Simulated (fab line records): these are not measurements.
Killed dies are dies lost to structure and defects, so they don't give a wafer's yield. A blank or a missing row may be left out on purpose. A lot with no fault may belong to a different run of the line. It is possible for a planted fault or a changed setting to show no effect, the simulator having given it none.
Which tool is to blame?    flow sky130    Sampling: 6 lots, 18 wafers, 3 of 708 route steps

## WHAT THE GAUGES SHOWED, per wafer
SKY_VIA1_THK_MEAS_01.
lot   measured      on             VIA1_HDPCVD_THK (nm)
L909  day 33 17:15  film-metro-02  1023 1030 1022
L912  day 34 04:58  film-metro-03  1033 1040 1021
L915  day 35 16:58  film-metro-03  1012 1015 1025
L919  day 36 12:47  film-metro-03  1018 1027 1005
L925  day 38 09:46  film-metro-03  520 1045 528
L930  day 40 01:13  film-metro-03  1039 1030 1038

## TOOL THAT RAN EACH LOT (tool first, then ch and the chambers of the sampled wafers, then the start)
lot   SKY_METAL1_ETCH_18                 SKY_VIA1_HDPCVD_00
L909  rie-metal-04 ch 0,1, day 33 16:24  hdpcvd-01 ch 0,1,2, day 33 17:07
L912  rie-metal-03 ch 0,1, day 34 04:05  hdpcvd-02 ch 0,1,2, day 34 04:52
L915  rie-metal-02 ch 1, day 35 16:05    hdpcvd-01 ch 0,1, day 35 16:51
L919  rie-metal-04 ch 0,1, day 36 11:53  hdpcvd-01 ch 0,1,2, day 36 12:40
L925  rie-metal-02 ch 0,1, day 38 08:55  hdpcvd-02 ch 0,2, day 38 09:38
L930  rie-metal-02 ch 0,1, day 40 00:20  hdpcvd-01 ch 0,1,2, day 40 01:06
- SKY_METAL1_ETCH_18: etches BARC in N2/H2, stops on SiO2, time 45.9 s, target depth 60 nm.
- SKY_VIA1_HDPCVD_00: deposits SiO2, target thk 1030 nm, time 171.7 s.

## THE ANSWER, worked out from the rows above alone
Rule: the usual values come from the lots themselves. The widest of any qualifying gaps counts: lots, ordered by their means at a reading, are off when they make up no more than a third of the lots, leave a main group of 4 or more, and stand apart from it by 3 or more times the standard deviation of that group's means. A main group is skipped when, at the precision printed for the reading in the tables above, its means are all equal. Also off: a lot with no number at a reading for which 4 or more lots have one. Any other lot the step has rows for is counted as sound.
Off: L925, seen at SKY_VIA1_THK_MEAS_01 (VIA1_HDPCVD_THK). The main group has a mean of 1025 nm with a standard deviation of 7.5.
A tool fits if, at a process step before that reading, it ran every lot that is off, and no sound lot after the first of them. Gauges at SKY_VIA1_THK_MEAS_01: tried the same way as those tools. One candidate fits, namely hdpcvd-02 at SKY_VIA1_HDPCVD_00. Its last sound lot is L912 (day 34 04:52), its first lot that is off L925 (day 38 09:38): a fault that began between those two fits.

## WHAT WAS PUT IN BY THE SIMULATOR
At SKY_VIA1_HDPCVD_00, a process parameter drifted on hdpcvd-02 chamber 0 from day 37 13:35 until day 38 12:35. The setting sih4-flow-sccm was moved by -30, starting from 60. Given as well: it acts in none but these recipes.
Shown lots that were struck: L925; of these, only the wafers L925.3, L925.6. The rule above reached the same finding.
